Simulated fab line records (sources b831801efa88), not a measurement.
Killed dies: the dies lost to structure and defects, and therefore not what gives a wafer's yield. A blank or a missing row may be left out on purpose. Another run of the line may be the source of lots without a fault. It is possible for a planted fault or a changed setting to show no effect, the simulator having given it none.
The tool behind it: which one? + flow gf180mcu + 7 lots with 21 wafers sampled at 2 steps, on a route of 602 steps

## WHAT THE GAUGES READ, wafer by wafer
GF_HV_LDD_TW_MEAS_23.
| lot  | measured     | on            | HV_LDD_2_TW             |
|------|--------------|---------------|-------------------------|
| L211 | day 11 08:25 | film-metro-03 | 1053 1050 1047          |
| L214 | day 12 04:04 | film-metro-02 | 1051 1063 1062          |
| L216 | day 12 19:50 | film-metro-02 | 1066 1061 1056          |
| L219 | day 13 21:55 | film-metro-02 | 1057 1054 1059          |
| L225 | day 15 20:59 | film-metro-03 | 952 952 955 950 951 954 |
| L226 | day 16 01:27 | film-metro-03 | 1041 1037 1035          |
| L230 | day 17 10:22 | film-metro-01 | 1046 1056 1050          |

## WHICH TOOL RAN EACH LOT (tool, then ch and the chambers of the sampled wafers, then the start)
| lot  | GF_HV_LDD_IMPLANT_21            |
|------|---------------------------------|
| L211 | implanter-04 ch 0, day 11 08:11 |
| L214 | implanter-01 ch 0, day 12 03:50 |
| L216 | implanter-02 ch 0, day 12 19:37 |
| L219 | implanter-02 ch 0, day 13 21:41 |
| L225 | implanter-02 ch 0, day 15 20:44 |
| L226 | implanter-01 ch 0, day 16 01:13 |
| L230 | implanter-01 ch 0, day 17 10:00 |
- GF_HV_LDD_IMPLANT_21

## THE ANSWER, worked out from the rows above alone
Rule: the lots themselves supply what counts as usual. Put in order of their means at a reading, lots are off if they are a third of the lots or fewer, leave a main group of 4 or more, and stand apart from it by a gap of 3 or more times the standard deviation of the main group's means; of several such gaps the widest counts. A main group is skipped when, at the precision printed for the reading in the tables above, its means are all equal. A lot without any number at a reading at which 4 lots or more have one is off too. The other lots that the step has rows for count as sound.
Off: at GF_HV_LDD_TW_MEAS_23 (HV_LDD_2_TW), L225. For the main group the mean is 1052 and the standard deviation 7.7.
A tool fits if, at a process step before that reading, it ran every lot that is off, and no sound lot after the first of them. Gauges at GF_HV_LDD_TW_MEAS_23: tried the same way as those tools. One fits: implanter-02 at GF_HV_LDD_IMPLANT_21. Its last sound lot is L219 (day 13 21:41), its first lot that is off L225 (day 15 20:44): a fault that began between those two fits.

## WHAT THE SIMULATOR HAD PUT IN
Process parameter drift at GF_HV_LDD_IMPLANT_21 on implanter-02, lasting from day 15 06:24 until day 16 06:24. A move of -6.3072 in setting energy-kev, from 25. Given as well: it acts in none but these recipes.
Lots struck among those shown: L225. The rule above found the same.
